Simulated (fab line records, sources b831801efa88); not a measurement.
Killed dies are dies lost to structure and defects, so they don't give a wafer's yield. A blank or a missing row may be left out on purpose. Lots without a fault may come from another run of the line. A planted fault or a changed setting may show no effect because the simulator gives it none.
fab line records | flow sky130
record lots=12 wafers=35 last_day=50
route steps=708 shown VIA1@470 VIA2@507 PAD_OPEN@708
lots that met no fault: from a run of the same line without faults
start_h: hours from the record's first day to the start of the lot's first wafer shown | wait_h: hours since the lot's step before | " the same as in the row above | L1.1+2: a row that stands for several wafers | - no value, or no start given | * or withheld: withheld | < > ~ a bound
route shown NAME@n: a module of which the file shows steps, and the number in the route of the first | usual: mean/standard deviation of fault-free wafers | same: alike in all rows | chamber/n: place in a boat | sites: the reading at each site | _std_site: their standard deviation | _edge_site: outer sites' mean less inner sites' | radius_mm: how far each site lies from the wafer's centre | mask NAME#n: copy n | behind: the tool/chamber that last shaped the wafer | hold: why the lot was held/for how many hours/how that ended | device: the transistor (n, p or np) that didn't switch | end of line: the same wafers' tests at the end of the route | a step without rows: its recipe alone | killed: dies lost to structure and defects at the first sort, not the wafer's yield | map: a wafer's dies, x killed, . not, _ none there
set.NAME: the setting as run; set.NAME@STEP: as run at that earlier step | model.NAME: the simulator's own value behind a step, which no gauge read
steps of the route over a sample of lots; a table a step, a row a wafer
services: from which hour (start_h, from the record's first day; less than 0 if before it) a tool's chamber was out of use, for how many hours, and why
## steps
# step SKY_VIA1_CD_MEAS_12
# recipe target_cd_nm=150
# usual cd_nm=150.0/1.8
# columns lot.wafer tool chamber start_h wait_h cd_nm
L558.1 cd_sem-02 - 807.68 - 153.3
L558.2 " - " " 149.8
L558.3 " - " " 151.2
L561.1 cd_sem-01 - 815.40 - 150.5
L561.2 " - " " 149.6
L561.4 " - " " 152.3
L562.1 cd_sem-02 - 839.28 - 145.4
L562.5 " - " " 146.9
L566.1 cd_sem-01 - 863.15 - 149.8
L566.2 " - " " 148.9
L566.6 " - " " 150.1
L567.1 cd_sem-02 - 874.37 - 148.3
L567.2 " - " " 148.6
L567.4 " - " " 150.6
L573.4 cd_sem-02 - 914.86 - 150.6
L573.5 " - " " 149.6
L573.6 " - " " 150.8
L574.2 cd_sem-01 - 917.69 - 147.2
L574.4 " - " " 147.2
L574.6 " - " " 147.3
L575.2 cd_sem-02 - 931.12 - 150.7
L575.3 " - " " 151.6
L575.5 " - " " 152.5
L576.4 cd_sem-02 - 939.68 - 151.2
L576.5 " - " " 151.4
L576.6 " - " " 148.7
L577.2 cd_sem-02 - 940.59 - 149.5
L577.4 " - " " 148.2
L577.6 " - " " 148.3
L579.1 cd_sem-01 - 949.82 - 152.9
L579.3 " - " " 152.5
L579.5 " - " " 152.4
L580.1 cd_sem-02 - 960.93 - 151.5
L580.2 " - " " 152.4
L580.6 " - " " 151.9
# step SKY_VIA1_CVD_21
# recipe material=W target_thk_nm=270 time_s=80.902 temp_c=400 pressure_torr=40
# usual heater_power_w=851/70
# columns lot.wafer tool chamber start_h wait_h heater_power_w
L558.1 cvd_w-02 1 808.58 0.0 743
L558.2 " 0 " " 957
L558.3 " 0 " " 936
L561.1 cvd_w-02 1 816.34 0.0 748
L561.2 " 0 " " 960
L561.4 " 0 " " 943
L562.1 cvd_w-02 0 840.24 0.1 966
L562.5 " 1 " " 734
L566.1 cvd_w-02 1 864.10 0.0 717
L566.2 " 0 " " 948
L566.6 " 0 " " 945
L567.1 cvd_w-02 1 875.26 0.0 743
L567.2 " 0 " " 955
L567.4 " 0 " " 952
L573.4 cvd_w-01 1 915.74 0.1 889
L573.5 " 1 " " 892
L573.6 " 0 " " 826
L574.2 cvd_w-02 1 918.60 0.0 717
L574.4 " 1 " " 715
L574.6 " 0 " " 870
L575.2 cvd_w-02 0 932.00 0.0 875
L575.3 " 0 " " 877
L575.5 " 0 " " 874
L576.4 cvd_w-01 1 940.55 0.1 882
L576.5 " 1 " " 905
L576.6 " 0 " " 836
L577.2 cvd_w-02 1 941.46 0.0 727
L577.4 " 0 " " 864
L577.6 " 0 " " 892
L579.1 cvd_w-01 0 950.71 0.0 848
L579.3 " 0 " " 844
L579.5 " 1 " " 920
L580.1 cvd_w-01 0 961.83 0.0 835
L580.2 " 1 " " 910
L580.6 " 0 " " 836
# step SKY_VIA1_THK_MEAS_23
# recipe thk_meas_gauge=xrf reads=W_of_VIA1_CVD_21
# usual VIA1_W_THK=272/3.4
# columns lot.wafer tool chamber start_h wait_h VIA1_W_THK[nm]
L558.1 film_metro-01 - 808.79 0.1 272
L558.2 " - " " 276
L558.3 " - " " 271
L561.1 film_metro-03 - 816.55 0.1 272
L561.2 " - " " 272
L561.4 " - " " 273
L562.1 film_metro-01 - 840.50 0.1 270
L562.5 " - " " 269
L566.1 film_metro-01 - 864.31 0.1 274
L566.2 " - " " 271
L566.6 " - " " 272
L567.1 film_metro-04 - 875.48 0.1 273
L567.2 " - " " 275
L567.4 " - " " 275
L573.4 film_metro-04 - 915.95 0.1 273
L573.5 " - " " 276
L573.6 " - " " 267
L574.2 film_metro-03 - 918.82 0.1 270
L574.4 " - " " 274
L574.6 " - " " 275
L575.2 film_metro-04 - 932.22 0.1 278
L575.3 " - " " 276
L575.5 " - " " 278
L576.4 film_metro-04 - 940.76 0.1 270
L576.5 " - " " 271
L576.6 " - " " 267
L577.2 film_metro-03 - 941.69 0.1 269
L577.4 " - " " 279
L577.6 " - " " 275
L579.1 film_metro-01 - 950.93 0.1 265
L579.3 " - " " 263
L579.5 " - " " 264
L580.1 film_metro-04 - 962.04 0.1 266
L580.2 " - " " 271
L580.6 " - " " 272
# step SKY_VIA2_HDPCVD_00
# recipe material=SiO2 target_thk_nm=1180 sigma_open_frac=0.3 time_s=196.7 temp_c=400 sih4_flow_sccm=60 pressure_mtorr=6
# usual pressure_mtorr=5.998/0.012 run_length_s=224.7/0.53 sih4_flow_sccm=60.00/0.19
# columns lot.wafer tool chamber start_h wait_h pressure_mtorr run_length_s sih4_flow_sccm
L558.1 hdpcvd-02 2 836.45 0.0 5.988 224.8 59.81
L558.2 " 1 " " 5.988 224.5 59.52
L558.3 " 0 " " 5.981 225.4 59.87
L561.1 hdpcvd-02 1 844.28 0.0 6.001 224.3 59.91
L561.2 " 0 " " 6.009 225.5 60.28
L561.4 " 1 " " 6.008 223.9 59.94
L562.1 hdpcvd-02 1 867.92 0.0 5.986 224.3 60.11
L562.5 " 2 " " 6.019 185.8 60.38
L566.1 hdpcvd-02 0 890.82 0.0 5.981 225.3 60.08
L566.2 " 2 " " 5.981 186.2 59.96
L566.6 " 2 " " 5.995 186.3 59.92
L567.1 hdpcvd-01 1 901.46 0.0 5.990 224.7 60.06
L567.2 " 0 " " 6.006 224.8 60.13
L567.4 " 1 " " 6.012 225.3 59.89
L573.4 hdpcvd-01 0 941.46 0.1 5.994 225.0 59.90
L573.5 " 1 " " 6.025 224.9 60.20
L573.6 " 2 " " 5.999 223.7 60.20
L574.2 hdpcvd-01 2 944.80 0.0 5.989 223.7 60.17
L574.4 " 0 " " 6.005 225.3 60.19
L574.6 " 2 " " 5.993 223.6 60.30
L575.2 hdpcvd-01 0 958.60 0.0 5.995 225.2 60.12
L575.3 " 2 " " 6.002 224.1 60.32
L575.5 " 1 " " 6.001 224.4 59.86
L576.4 hdpcvd-02 2 966.57 0.1 5.964 224.7 59.68
L576.5 " 0 " " 5.997 224.9 60.31
L576.6 " 1 " " 5.997 224.6 59.93
L577.2 hdpcvd-02 0 967.62 0.0 5.990 225.7 59.71
L577.4 " 2 " " 6.004 224.7 59.91
L577.6 " 0 " " 5.987 224.8 59.96
L579.1 hdpcvd-02 0 976.04 0.0 6.000 225.1 60.16
L579.3 " 2 " " 6.011 224.8 60.13
L579.5 " 2 " " 5.992 224.7 60.01
L580.1 hdpcvd-02 0 987.25 0.0 5.988 224.6 59.94
L580.2 " 1 " " 6.009 224.2 59.83
L580.6 " 2 " " 5.988 225.4 59.70
# step SKY_VIA2_THK_MEAS_01
# recipe reads=SiO2_of_VIA2_HDPCVD_00
# usual VIA2_HDPCVD_THK=1177/12
# columns lot.wafer tool chamber start_h wait_h VIA2_HDPCVD_THK[nm]
L558.1 film_metro-03 - 836.58 0.1 1154
L558.2 " - " " 1178
L558.3 " - " " 1175
L561.1 film_metro-03 - 844.41 0.1 1181
L561.2 " - " " 1183
L561.4 " - " " 1187
L562.1 film_metro-02 - 868.04 0.1 1190
L562.5 " - " " 949
L566.1 film_metro-03 - 890.95 0.1 1168
L566.2 " - " " 938
L566.6 " - " " 930
L567.1 film_metro-02 - 901.59 0.1 1151
L567.2 " - " " 1183
L567.4 " - " " 1168
L573.4 film_metro-02 - 941.56 0.0 1164
L573.5 " - " " 1167
L573.6 " - " " 1176
L574.2 film_metro-03 - 944.94 0.1 1183
L574.4 " - " " 1177
L574.6 " - " " 1189
L575.2 film_metro-02 - 958.74 0.1 1183
L575.3 " - " " 1184
L575.5 " - " " 1162
L576.4 film_metro-02 - 966.66 0.0 1175
L576.5 " - " " 1162
L576.6 " - " " 1177
L577.2 film_metro-01 - 967.75 0.1 1174
L577.4 " - " " 1185
L577.6 " - " " 1176
L579.1 film_metro-01 - 976.17 0.1 1177
L579.3 " - " " 1172
L579.5 " - " " 1195
L580.1 film_metro-02 - 987.37 0.1 1184
L580.2 " - " " 1176
L580.6 " - " " 1179
# step SKY_PAD_OPEN_PROBE_99
# usual defect_limited_yield=82.3/2 killed_at_M0_to_M3=43/7.1 killed_at_M4_up=3/1.7 killed_at_contacts=25/5.6 killed_at_front_end=16/4.1 killed_at_other=0.2/0.49 killed_dies=87/9.8 killed_on_rim=17/3.8 killed_open=47/7.6 killed_short=40/6.1 sort_bin_3_pad_short=0.9/0.44 sort_bin_5_function=10.5/1.6 sort_bin_6_memory=6.3/1 sort_n_pass=405/9.8 sort_yield_pct=82.3/2
# same gross_dies=492 killed_at_back_side=0 sort_bin_4_leakage[%]=0 sort_bin_8_speed[%]=0
# columns lot.wafer tool chamber start_h wait_h defect_limited_yield[%] killed_at_M0_to_M3 killed_at_M4_up killed_at_contacts killed_at_front_end killed_at_other killed_dies killed_on_rim killed_open killed_short sort_bin_3_pad_short[%] sort_bin_5_function[%] sort_bin_6_memory[%] sort_n_pass sort_yield_pct[%]
L567.1 prober-01 - 1138.64 0.1 81.9 48 5 22 14 0 89 20 46 43 0.2 10.0 7.9 403 81.9
L567.2 prober-01 - 1138.69 0.1 82.5 39 2 25 20 0 86 14 54 32 0.8 11.6 5.1 406 82.5
L567.4 prober-01 - 1138.79 0.2 81.9 48 1 22 17 1 89 17 50 39 0.6 10.6 6.9 403 81.9
L576.4 prober-01 - 1185.39 0.2 83.5 38 3 26 14 0 81 14 38 43 0.4 12.2 3.9 411 83.5
L576.5 prober-01 - 1185.44 0.2 80.3 56 1 29 11 0 97 17 48 49 0.6 11.6 7.5 395 80.3
L576.6 prober-01 - 1185.49 0.2 82.5 41 3 25 17 0 86 15 46 40 0.2 12.0 5.3 406 82.5
# killed by level:class
L567.1 LI_CONTACT:geometric_particle:open=8 VIA3:geometric_particle:open=7 VIA2:geometric_particle:open=7 VIA1:geometric_particle:open=7 METAL1:geometric_particle:short=6 POLY_GATE:geometric_particle:open=5 CONTACT:geometric_particle:short=5 VIA2:geometric_particle:short=5
L567.2 VIA1:geometric_particle:open=9 LI_CONTACT:geometric_particle:open=9 CONTACT:geometric_particle:open=9 POLY_GATE:geometric_particle:short=7 FIELD_ISO:geometric_particle:open=6 METAL1:geometric_particle:short=6 METAL2:geometric_particle:open=6 VIA3:geometric_particle:open=6
L567.4 VIA1:geometric_particle:open=10 VIA3:geometric_particle:open=8 VIA2:geometric_particle:open=8 LI_CONTACT:geometric_particle:open=7 CONTACT:geometric_particle:open=7 METAL2:geometric_particle:short=7 POLY_GATE:geometric_particle:open=5 POLY_GATE:geometric_particle:short=5
L576.4 CONTACT:geometric_particle:short=9 LI_CONTACT:geometric_particle:open=7 CONTACT:geometric_particle:open=7 VIA1:geometric_particle:open=6 VIA3:geometric_particle:short=5 SPACER:geometric_particle:short=4 METAL2:geometric_particle:short=4 METAL1:geometric_particle:short=4
L576.5 VIA1:geometric_particle:open=16 CONTACT:geometric_particle:open=11 METAL1:geometric_particle:short=8 VIA3:geometric_particle:open=7 LI_CONTACT:geometric_particle:open=6 LOCAL_INTERCONNECT:geometric_particle:short=6 VIA1:geometric_particle:short=6 METAL3:geometric_particle:short=5
L576.6 CONTACT:geometric_particle:open=11 VIA1:geometric_particle:open=10 METAL1:geometric_particle:short=9 LI_CONTACT:geometric_particle:open=8 CONTACT:geometric_particle:short=5 VIA2:geometric_particle:short=4 VIA2:geometric_particle:open=4 FIELD_ISO:geometric_particle:short=3
## services
# columns tool chamber start_h hours kind
hdpcvd-02 - 884.09 0.7 repair
cvd_w-02 - 904.00 14.0 pm
cvd_w-02 0 904.00 14.0 vent_cycle
cvd_w-02 1 904.00 14.0 vent_cycle
cvd_w-02 0 918.00 - clean
cvd_w-02 1 918.00 - clean
hdpcvd-02 - 950.25 15.0 pm
hdpcvd-02 0 950.25 15.0 vent_cycle
hdpcvd-02 1 950.25 15.0 vent_cycle
hdpcvd-02 2 950.25 15.0 vent_cycle
cvd_w-02 - 961.55 14.6 pm
hdpcvd-02 0 965.25 - clean
hdpcvd-02 1 965.25 - clean
hdpcvd-02 2 965.25 - clean
## key
first_sign step=SKY_VIA2_HDPCVD_00 reading=run_length_s direction=down sigmas=73 usual=* struck=*
effect step=SKY_VIA2_THK_MEAS_01 reading=VIA2_HDPCVD_THK direction=down sigmas=21 usual=1177 struck=939
met_at SKY_VIA2_HDPCVD_00
struck_lots L562,L566
struck_wafers L562.5,L566.2,L566.6
not_acting_at SKY_VIA1_CD_MEAS_12,SKY_VIA1_CVD_21,SKY_VIA1_THK_MEAS_23
onset_between 836.45 867.92
fault kind=process_parameter_drift tool=hdpcvd-02 chamber=2 onset_h=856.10 steps=SKY_VIA2_HDPCVD_00 channel=time_s offset=* shape=step end_h=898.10 acts_in=* stated=*
